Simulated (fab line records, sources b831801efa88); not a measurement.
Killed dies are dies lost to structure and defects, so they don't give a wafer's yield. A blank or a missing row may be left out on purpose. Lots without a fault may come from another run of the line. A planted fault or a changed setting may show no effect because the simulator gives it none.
Which tool did it? | flow sky130 | 6 lots, 18 wafers sampled, at 2 steps of a route of 708

WHAT THE GAUGES READ, wafer by wafer
SKY_SONOS_ONO_THK_MEAS_03.
lot  | measured     | on            | SONOS_ONO_CVD_02_THK (nm)
L389 | day 11 22:02 | film_metro-04 | 10.27 10.44 10.50
L391 | day 12 08:38 | film_metro-01 | 10.37 10.38 10.19
L394 | day 14 08:46 | film_metro-01 | 10.68 10.56 10.50
L404 | day 17 12:29 | film_metro-03 | 10.45 10.50 10.59
L405 | day 18 02:57 | film_metro-04 | 10.52 10.42 10.50
L409 | day 18 22:17 | film_metro-01 | 10.66 10.65 10.41

WHICH TOOL RAN EACH LOT (tool, then ch and the chambers of the sampled wafers, then the start)
lot  | SKY_PWDE_HMDS_01
L389 | litho_track-03 ch 0, day 3 19:28
L391 | litho_track-04 ch 0, day 4 02:32
L394 | litho_track-03 ch 0, day 5 11:16
L404 | litho_track-03 ch 0, day 7 13:31
L405 | litho_track-01 ch 0, day 7 22:52
L409 | litho_track-01 ch 0, day 8 12:28
- SKY_PWDE_HMDS_01: prime time 60 s.

THE ANSWER, worked out from the rows above alone
Rule: what is usual is taken from the lots themselves. Put in order of their means at a reading, lots are off if they are a third of the lots or fewer, leave a main group of 4 or more, and stand apart from it by a gap of 3 or more times the standard deviation of the main group's means; of several such gaps the widest counts. A main group whose means are all the same, to the digits that the tables above print for the reading, isn't used. A lot without any number at a reading at which 4 lots or more have one is off too. The other lots that the step has rows for count as sound.
No lot is off at any reading shown: from this, nothing can be told.

WHAT THE SIMULATOR HAD PUT IN
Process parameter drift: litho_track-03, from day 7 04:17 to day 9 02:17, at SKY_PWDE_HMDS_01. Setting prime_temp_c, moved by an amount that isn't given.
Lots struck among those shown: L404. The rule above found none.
